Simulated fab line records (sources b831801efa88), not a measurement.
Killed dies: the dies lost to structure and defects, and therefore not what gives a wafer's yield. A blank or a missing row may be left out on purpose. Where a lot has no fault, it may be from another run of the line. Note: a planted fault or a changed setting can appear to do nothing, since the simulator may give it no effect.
fab line records    flow sfq_line
record lots=6  wafers=18  last_day=89
route steps=325 shown I7@305 M8@311
lots that met no fault: from a run of the same line without faults
start_h: hours from the record's opening day to when the first of the lot's shown wafers began    wait_h: time in hours since the lot's previous step    " repeats the value in the row above    L1.1+2: several wafers, shown together as one row    - no value, or no start was given    * or withheld: withheld    < > ~ a bound
route shown NAME@n: NAME is a module with steps in the file, n the number in the route of the first one    usual: mean/standard deviation of fault-free wafers    same: alike in all rows    chamber/n: place in a boat    sites: each site's reading    _std_site: the standard deviation of these    _edge_site: the outer-site mean with the inner-site mean subtracted    radius_mm: for every site, how far away it sits from the centre of the wafer    mask NAME#n: copy n    behind: the last tool/chamber to shape the wafer    hold: what put the lot on hold/how long, in hours/how the hold closed    device: the transistor (n, p or np) that didn't switch    end of line: the tests these same wafers got at the end of their route    a step with no rows: only its recipe    killed: count of dies lost to structure and defects at first sort (not the wafer's yield)    map: shows each die of a wafer: x if killed, . if not, _ if none is there
set.NAME: setting as actually run; set.NAME@STEP: the setting as run at that earlier step    model.NAME: the simulator's own value behind a step, which no gauge read
lots at selected steps of the route; one table per step, one row per wafer
services: when a tool's chamber went out of use (start_h, in hours from the record's first day, below 0 if earlier), for how many hours, and the reason
## steps
# step SFQ_TRILAYER_I7_VIA_LITHO_DEVELOP_189
# recipe time_s=60  resist=KrF
# step SFQ_I7_OVL_MEAS_947
# usual I7_OVL=-1/5.4
lot.wafer  tool        chamber  start_h  wait_h  I7_OVL[nm]
L715.2     overlay-02  -        1874.75  0.1     3
L715.5     "           -        "        "       9
L715.6     "           -        "        "       3
L719.1     overlay-02  -        1932.11  0.1     -5
L719.3     "           -        "        "       -6
L719.6     "           -        "        "       -1
L720.2     overlay-02  -        1933.44  0.1     2
L720.3     "           -        "        "       5
L720.6     "           -        "        "       8
L729.3     overlay-01  -        2009.21  0.1     -1
L729.4     "           -        "        "       1
L729.6     "           -        "        "       5
L731.2     overlay-01  -        2109.83  0.1     -5
L731.4     "           -        "        "       -1
L731.5     "           -        "        "       1
L733.1     overlay-01  -        2112.23  0.1     -5
L733.3     "           -        "        "       -1
L733.6     "           -        "        "       4
# step SFQ_TRILAYER_I7_VIA_BARC_OPEN_VIA_ETCH_260
# recipe mask_material=PR  chemistry=O2  target_depth_nm=125  target=BARC  source_w=500  bias_w=80  pressure_mtorr=30  time_s=41.7
# usual drypump_motor_current_A=5.9/0.53  oes_product_au=0.685/0.005
lot.wafer  tool         chamber  start_h  wait_h  drypump_motor_current_A  oes_product_au  rf_hours_counter_h
L715.2     rie_diel-03  2        1874.78  0.0     5.0                      0.695           16
L715.5     "            3        "        "       6.0                      0.682           -
L715.6     "            0        "        "       4.9                      0.696           -
L719.1     rie_diel-02  0        1932.14  0.0     6.1                      0.686           8
L719.3     "            1        "        "       6.3                      0.685           0
L719.6     "            2        "        "       6.0                      0.686           -
L720.2     rie_diel-03  1        1933.47  0.0     6.3                      0.686           3
L720.3     "            2        "        "       5.0                      0.680           16
L720.6     "            3        "        "       6.1                      0.690           -
L729.3     rie_diel-03  2        2009.23  0.0     5.0                      0.683           0
L729.4     "            1        "        "       6.3                      0.691           -
L729.6     "            2        "        "       5.0                      0.686           -
L731.2     rie_diel-02  2        2109.86  0.0     6.0                      0.683           20
L731.4     "            0        "        "       6.1                      0.695           11
L731.5     "            2        "        "       6.0                      0.687           -
L733.1     rie_diel-03  3        2112.26  0.0     6.1                      0.688           1
L733.3     "            0        "        "       4.9                      0.682           7
L733.6     "            1        "        "       6.3                      0.678           -
# step SFQ_TRILAYER_I7_VIA_ETCH_VIA_ETCH_190
# recipe target=SiO2  stop_on=Nb  mask_material=PR  taper_deg=20  chemistry=CHF3  target_depth_nm=260  source_w=500  bias_w=80  pressure_mtorr=30  time_s=withheld
# usual drypump_motor_current_A=5.9/0.53  oes_product_au=0.855/0.0051
lot.wafer  tool         chamber  start_h  wait_h  drypump_motor_current_A  oes_product_au
L715.2     rie_diel-03  2        1874.82  0.0     5.0                      0.852
L715.5     "            3        "        "       6.0                      0.856
L715.6     "            0        "        "       5.0                      0.855
L719.1     rie_diel-02  0        1932.18  0.0     6.1                      0.851
L719.3     "            1        "        "       6.3                      0.861
L719.6     "            2        "        "       6.0                      0.853
L720.2     rie_diel-03  1        1933.51  0.0     6.3                      0.858
L720.3     "            2        "        "       5.0                      0.848
L720.6     "            3        "        "       6.1                      0.860
L729.3     rie_diel-03  2        2009.27  0.0     5.0                      0.853
L729.4     "            1        "        "       6.3                      0.857
L729.6     "            2        "        "       5.0                      0.852
L731.2     rie_diel-02  2        2109.90  0.0     6.0                      0.856
L731.4     "            0        "        "       6.1                      0.858
L731.5     "            2        "        "       6.0                      0.853
L733.1     rie_diel-03  3        2112.30  0.0     6.1                      0.862
L733.3     "            0        "        "       4.9                      0.842
L733.6     "            1        "        "       6.3                      0.858
# step SFQ_TRILAYER_I7_VIA_STRIP_STRIP_191
# recipe gas=O2  power_w=200  platen_temp_c=40  overash_fraction=0.65  chemistry=O2  pressure_mtorr=50
# usual drypump_motor_current_A=5.49/0.2  oes_product_au=1.007/0.0098
lot.wafer  tool          chamber  start_h  wait_h  drypump_motor_current_A  oes_product_au  rf_hours_counter_h
L715.2     rie_metal-01  0        1874.93  -       5.43                     1.011           43
L715.5     "             0        "        "       5.40                     1.003           -
L715.6     "             1        "        "       5.63                     1.011           -
L719.1     rie_metal-03  0        1932.30  -       5.21                     1.017           51
L719.3     "             0        "        "       5.15                     1.025           -
L719.6     "             1        "        "       5.78                     1.003           -
L720.2     rie_metal-01  0        1933.62  -       5.38                     1.003           52
L720.3     "             0        "        "       5.43                     0.995           -
L720.6     "             0        "        "       5.41                     0.996           -
L729.3     rie_metal-03  1        2009.59  -       5.80                     1.018           -
L729.4     "             0        "        "       5.19                     1.013           -
L729.6     "             1        "        "       5.80                     1.023           -
L731.2     rie_metal-03  0        2110.02  -       5.11                     1.016           73
L731.4     "             0        "        "       5.15                     1.006           -
L731.5     "             0        "        "       5.12                     1.011           -
L733.1     rie_metal-01  1        2112.42  -       5.57                     1.019           42
L733.3     "             0        "        "       5.41                     1.005           -
L733.6     "             0        "        "       5.41                     0.996           -
# step SFQ_TRILAYER_I7_VIA_STRIP_SOLV_CLEAN_192
# recipe chemistry=NMP  temp_c=70  time_s=600
# step SFQ_TRILAYER_M8_LITHO_LOR_COAT_197
# recipe resist=lift-off  spin_rpm=3000
# step SFQ_TRILAYER_M8_LITHO_LOR_BAKE_198
# recipe resist=lift-off  temp_c=withheld  time_s=withheld
# step SFQ_TRILAYER_M8_LITHO_COAT_193
# recipe resist=KrF  spin_rpm=3000  resist_thk_nm=600
# step SFQ_TRILAYER_M8_LITHO_SOFTBAKE_199
# recipe temp_c=withheld  time_s=withheld  resist=KrF
# step SFQ_TRILAYER_M8_LITHO_EXPOSE_194
# recipe mask_id=M8  na=0.6  source_shape=conventional  sigma_outer=0.65  target_cd_nm=2000  dose_mj=14.4
# step SFQ_TRILAYER_M8_LITHO_PEB_196
# recipe peb_temp_c=115  peb_time_s=60  resist=KrF
# step SFQ_TRILAYER_M8_LITHO_DEVELOP_195
# recipe img_clear_s=15  time_s=55  resist=KrF
# usual chill_plate_temp_C=22.98/0.094  exhaust_pa=45.0/0.77
lot.wafer  tool            chamber  start_h  wait_h  chill_plate_temp_C  exhaust_pa  model.KrF_of_TRILAYER_M8_LITHO_COAT_193.thk_nm
L715.2     litho_track-04  0        1984.87  0.1     22.94               45.1        577.5
L715.5     "               0        "        "       23.18               44.5        577
L715.6     "               0        "        "       23.26               45.0        577.7
L719.1     litho_track-04  -        2029.30  0.1     -                   -           601.1
L719.3     "               -        "        "       -                   -           598.6
L719.6     "               -        "        "       -                   -           602.9
L720.2     litho_track-02  -        2031.72  0.1     -                   -           600.7
L720.3     "               -        "        "       -                   -           600.7
L720.6     "               -        "        "       -                   -           603.5
L729.3     litho_track-02  0        2071.60  0.1     22.93               44.3        576.7
L729.4     "               0        "        "       22.88               44.1        576.6
L729.6     "               0        "        "       22.98               44.3        577.6
L731.2     litho_track-02  0        2119.30  0.1     23.08               44.9        576.8
L731.4     "               0        "        "       22.96               45.2        575.9
L731.5     "               0        "        "       22.91               45.8        576.2
L733.1     litho_track-03  0        2122.88  0.1     23.00               44.9        575.7
L733.3     "               0        "        "       22.83               45.3        577
L733.6     "               0        "        "       22.82               43.7        579.1
# step SFQ_M8_OVL_MEAS_948
# usual M8_OVL=-2/6.2
lot.wafer  tool        chamber  start_h  wait_h  M8_OVL[nm]
L715.2     overlay-01  -        1984.99  0.1     -6
L715.5     "           -        "        "       4
L715.6     "           -        "        "       -11
L719.1     overlay-01  -        2029.44  0.1     -
L719.3     "           -        "        "       -
L719.6     "           -        "        "       -
L720.2     overlay-01  -        2031.85  0.1     -
L720.3     "           -        "        "       -
L720.6     "           -        "        "       -
L729.3     overlay-01  -        2071.70  0.1     3
L729.4     "           -        "        "       6
L729.6     "           -        "        "       5
L731.2     overlay-01  -        2119.42  0.1     -8
L731.4     "           -        "        "       -9
L731.5     "           -        "        "       -3
L733.1     overlay-01  -        2123.02  0.1     -7
L733.3     "           -        "        "       -5
L733.6     "           -        "        "       -2
## services
tool          chamber  start_h  hours  kind
rie_diel-03   2        1853.90  13.9   repair
rie_metal-01  -        1854.36  0.3    repair
rie_metal-03  -        1856.39  0.5    repair
rie_metal-03  0        1861.94  4.1    repair
rie_diel-03   1        1881.17  2.7    repair
rie_metal-03  1        1896.65  12.6   repair
rie_diel-02   0        1898.81  30.8   repair
rie_diel-02   -        1912.09  15.6   pm
rie_metal-01  -        1917.26  1.4    pm
rie_diel-03   2        1948.31  9.1    repair
rie_diel-02   -        1956.03  0.5    repair
rie_diel-02   0        1958.56  5.9    repair
rie_diel-03   2        1981.36  -      clean
rie_diel-02   -        1984.80  14.6   pm
rie_diel-03   2        2012.37  3.1    repair
rie_diel-03   -        2028.52  28.1   pm
rie_diel-02   0        2043.47  16.9   repair
rie_diel-02   2        2069.61  4.0    repair
rie_metal-01  1        2080.75  5.0    repair
rie_diel-03   1        2080.75  4.7    repair
rie_diel-03   0        2088.21  9.8    repair
rie_metal-01  -        2088.97  2.8    pm
rie_diel-02   2        2091.25  1.5    repair
rie_metal-01  0        2100.84  4.2    repair
## key
first_sign step=SFQ_TRILAYER_M8_LITHO_DEVELOP_195  reading=tool_record  direction=missing
effect none on later readings
model_effect step=SFQ_TRILAYER_M8_LITHO_DEVELOP_195  value=KrF_of_TRILAYER_M8_LITHO_COAT_193.thk_nm  without=577  struck=601.3
met_at SFQ_TRILAYER_M8_LITHO_DEVELOP_195
struck_wafers L719.1,L719.3,L719.6,L720.2,L720.3,L720.6
onset_between 1984.87 2029.30
fault kind=skipped_step_whole  tool=litho_track-02,litho_track-04  chamber=-  onset_h=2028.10  steps=SFQ_TRILAYER_M8_LITHO_DEVELOP_195  scope=struck_lots_only
